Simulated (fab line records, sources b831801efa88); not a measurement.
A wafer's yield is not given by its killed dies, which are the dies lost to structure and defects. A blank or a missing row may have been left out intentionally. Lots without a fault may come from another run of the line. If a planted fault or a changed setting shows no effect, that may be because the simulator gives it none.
Which tool did it? -- flow gf180mcu -- Sampling: 14 lots, 41 wafers, 4 of 602 route steps

## WHAT THE GAUGES SHOWED, per wafer
GF_STI_THK_MEAS_30. Usual: STI_OXIDATION_02_THK gives 10.07 nm (standard deviation 0.18).
lot,measured,on,STI_OXIDATION_02_THK (nm),flag
L852,day 2 05:53,film-metro-02,10.48 10.41 10.51,
L853,day 2 10:31,film-metro-04,10.07 10.39 10.29,
L854,day 2 16:02,film-metro-04,10.03 10.01 10.11,
L856,day 3 03:49,film-metro-03,9.83 9.87 9.84,
L857,day 3 11:25,film-metro-03,10.00 9.94 9.76,
L858,day 3 14:00,film-metro-03,9.99 9.91 9.69,
L859,day 3 19:23,film-metro-02,9.78 9.98 9.93,
L860,day 3 22:59,film-metro-03,10.30 10.12 10.16,
L861,day 4 04:19,film-metro-03,10.30 10.32 10.33,
L862,day 4 09:13,film-metro-03,10.17 10.16 10.16,
L863,day 4 18:11,film-metro-02,9.74 9.89 9.81,
L865,day 5 03:25,film-metro-03,9.83 9.88 9.99,
L870,day 6 03:13,film-metro-04,9.93 9.95,
L873,day 6 22:35,film-metro-04,10.26 9.95 10.27,

GF_V2_BOW_MEAS_05. Usual: V2_BOW gives 97 um (standard deviation 8).
lot,measured,on,V2_BOW (um),flag
L852,day 19 05:01,film-metro-01,92 87 95,
L853,day 19 10:56,film-metro-03,90 89 93,
L854,day 20 01:31,film-metro-03,93 104 104,
L856,day 21 00:45,film-metro-04,99 106 102,
L857,day 21 08:50,film-metro-01,99 91 95,
L858,day 21 15:07,film-metro-03,99 99 105,
L859,day 21 23:38,film-metro-04,99 108 100,
L860,day 22 11:00,film-metro-04,95 104 104,
L861,day 22 19:02,film-metro-03,81 92 93,
L862,day 23 02:56,film-metro-01,84 91 90,
L863,day 23 18:58,film-metro-03,103 89 87,
L865,day 24 05:50,film-metro-04,89 92 99,
L870,day 25 15:08,film-metro-04,97 87,
L873,day 26 17:43,film-metro-04,106 101 102,

## EACH LOT AND THE TOOL THAT RAN IT (in order: tool; ch and the chambers of the sampled wafers; start)
lot,GF_POLY_GATE_SOFTBAKE_06,GF_V2_CVD_02
L852,"litho-track-03 ch 0, day 8 20:00","pecvd-03 ch 0,1,2, day 19 04:34"
L853,"litho-track-01 ch 0, day 9 01:00","pecvd-04 ch 0,2, day 19 10:28"
L854,"litho-track-01 ch 0, day 9 09:00","pecvd-04 ch 0,1, day 20 01:06"
L856,"litho-track-04 ch 0, day 10 01:00","pecvd-04 ch 0,1, day 21 00:20"
L857,"litho-track-03 ch 0, day 10 10:00","pecvd-01 ch 0,1, day 21 08:18"
L858,"litho-track-03 ch 0, day 10 15:00","pecvd-04 ch 1,2, day 21 14:40"
L859,"litho-track-03 ch 0, day 10 21:00","pecvd-03 ch 0,2, day 21 23:11"
L860,"litho-track-01 ch 0, day 11 05:00","pecvd-01 ch 0,2, day 22 10:33"
L861,"litho-track-04 ch 0, day 11 14:00","pecvd-03 ch 0,1,2, day 22 18:36"
L862,"litho-track-03 ch 0, day 11 20:00","pecvd-01 ch 0,1, day 23 02:28"
L863,"litho-track-03 ch 0, day 12 07:00","pecvd-03 ch 0,2, day 23 17:26"
L865,"litho-track-03 ch 0, day 12 17:00","pecvd-04 ch 1,2, day 24 05:25"
L870,"litho-track-03 ch 0, day 14 02:00","pecvd-03 ch 2, day 25 14:40"
L873,"litho-track-04 ch 0, day 15 04:00","pecvd-04 ch 0,1, day 26 17:16"
- GF_POLY_GATE_SOFTBAKE_06: time 60 s.
- GF_V2_CVD_02: deposits SiO2 from TEOS, target thk 850 nm, time 94.851 s.

## WHAT THE TOOLS THEMSELVES READ (means of the sampled wafers that have a number; where no wafer has one, the mark that the record gives instead)
GF_POLY_GATE_SOFTBAKE_06. Usual: chill-plate-temp-C 23.01 C, standard deviation 0.11; run-length-s 89.14 s, standard deviation 0.14.
lot,tool,chill-plate-temp-C (C),run-length-s (s),flag
L852,litho-track-03,22.95,89.11,
L853,litho-track-01,23.11,89.14,
L854,litho-track-01,23.04,89.00,
L856,litho-track-04,22.92,89.32,
L857,litho-track-03,23.00,89.10,
L858,litho-track-03,23.13,89.23,
L859,litho-track-03,22.88,89.14,
L860,litho-track-01,23.07,89.03,
L861,litho-track-04,23.10,89.19,
L862,litho-track-03,22.95,89.10,
L863,litho-track-03,23.00,89.15,
L865,litho-track-03,23.02,90.05,OFF
L870,litho-track-03,22.85,91.50,OFF
L873,litho-track-04,23.10,89.33,

GF_V2_CVD_02. Usual: heater-power-w at 601 W, with a standard deviation of 71.
lot,tool,heater-power-w (W),flag
L852,pecvd-03,521,
L853,pecvd-04,631,
L854,pecvd-04,631,
L856,pecvd-04,644,
L857,pecvd-01,545,
L858,pecvd-04,701,
L859,pecvd-03,552,
L860,pecvd-01,627,
L861,pecvd-03,567,
L862,pecvd-01,564,
L863,pecvd-03,521,
L865,pecvd-04,685,
L870,pecvd-03,532,
L873,pecvd-04,616,

## THE ANSWER, worked out from the rows above alone
Rule: a lot counts as off when the mean over its wafers that have a number is more than 3 standard deviations away from the usual mean. Also off: a lot with no number at a reading for which 4 or more lots have one. Any other lot the step has rows for is counted as sound. After the gauges, taken in route order, come the tools' own readings; for these a lot's mean is taken, as printed above. The first step at which some lot is off is used, and at that step the reading that is off furthest; a lot without a number counts as furthest.
Off, at GF_POLY_GATE_SOFTBAKE_06 on run-length-s: L865, L870.
A tool fits if, at that step or a process step before it, it ran every lot that is off, and no sound lot after the first of them. One candidate fits, namely litho-track-03 at GF_POLY_GATE_SOFTBAKE_06. A fault onset in the window from L863 (day 12 07:00, its last sound lot) to L865 (day 12 17:00, its first lot off) fits.
The tool's own readings at GF_POLY_GATE_SOFTBAKE_06 bear it out: on the lots that are off they differ by more than 5 times the standard deviation of the sound lots' means. run-length-s reads 90.78 s there against 89.15 s on the sound lots.

## WHAT HAD BEEN PUT IN BY THE SIMULATOR
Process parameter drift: litho-track-03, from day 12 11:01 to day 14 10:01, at GF_POLY_GATE_SOFTBAKE_06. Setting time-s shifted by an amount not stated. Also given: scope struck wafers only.
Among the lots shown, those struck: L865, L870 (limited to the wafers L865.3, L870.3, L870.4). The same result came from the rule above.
